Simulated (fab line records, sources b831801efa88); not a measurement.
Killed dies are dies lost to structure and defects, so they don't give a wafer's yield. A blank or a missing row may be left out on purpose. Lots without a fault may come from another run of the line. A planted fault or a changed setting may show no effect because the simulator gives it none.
Chamber matching | flow sky130 | SKY_VIA3_CMP_24 on cmp-02: 4 sister chambers
The step polishes, stops on SiO2, t overpolish 20 s, target thk 0 nm. 8 wafers are shown with their chamber, then 9 later ones without.

WAFERS WITH THEIR CHAMBER
wafer  | chamber | motor_current_A (A) | time_to_endpoint_s (s)
L710.2 | 2       | 11.1                | 100.8
L711.2 | 3       | 9.9                 | 98.1
L712.2 | 0       | 10.8                | 93.3
L712.5 | 2       | 11.2                | 96.9
L712.6 | 1       | 11.0                | 95.7
L715.1 | 1       | 11.2                | 96.1
L715.2 | 0       | 10.5                | 98.8
L715.4 | 3       | 10.0                | 98.5

WAFERS WITHOUT THEIR CHAMBER
wafer  | motor_current_A (A) | time_to_endpoint_s (s)
L722.2 | 9.2                 | 89.9
L722.4 | 11.3                | 94.3
L722.5 | 10.7                | 96.5
L721.2 | 10.1                | 88.0
L721.5 | 11.1                | 92.8
L721.6 | 10.4                | 94.6
L728.2 | 10.6                | 93.0
L728.4 | 10.9                | 92.6
L728.6 | 9.8                 | 90.1

WHICH CHAMBER EACH WENT THROUGH
wafer  | from the rows above          | in truth
L722.2 | 3                            | 3
L722.4 | can't be placed: 1 or 2      | 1
L722.5 | 0                            | 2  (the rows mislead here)
L721.2 | can't be placed: 3 or 0      | 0
L721.5 | can't be placed: 1 or 2      | 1
L721.6 | can't be placed: 0 or 3      | 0
L728.2 | 0                            | 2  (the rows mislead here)
L728.4 | can't be placed: 1 or 0 or 2 | 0
L728.6 | 3                            | 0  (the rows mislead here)
Placed correctly: 1 of 9. Can't be placed from these rows: 5 (the true chamber is among the candidates in 5). Placed wrongly: 3.
How it was worked out, from the rows above alone: a wafer's distance from a chamber is the root of the sum, over the readings, of the square of ((its reading less the chamber's mean) divided by the reading's scatter). The wafer belongs to the nearest chamber; if the next one is less than 2 further off, it can't be placed. A chamber's mean is the mean of its shown wafers. The scatter: the root of (the sum of the squares of (reading less its chamber's mean) over the shown wafers, divided by (wafers less chambers)).
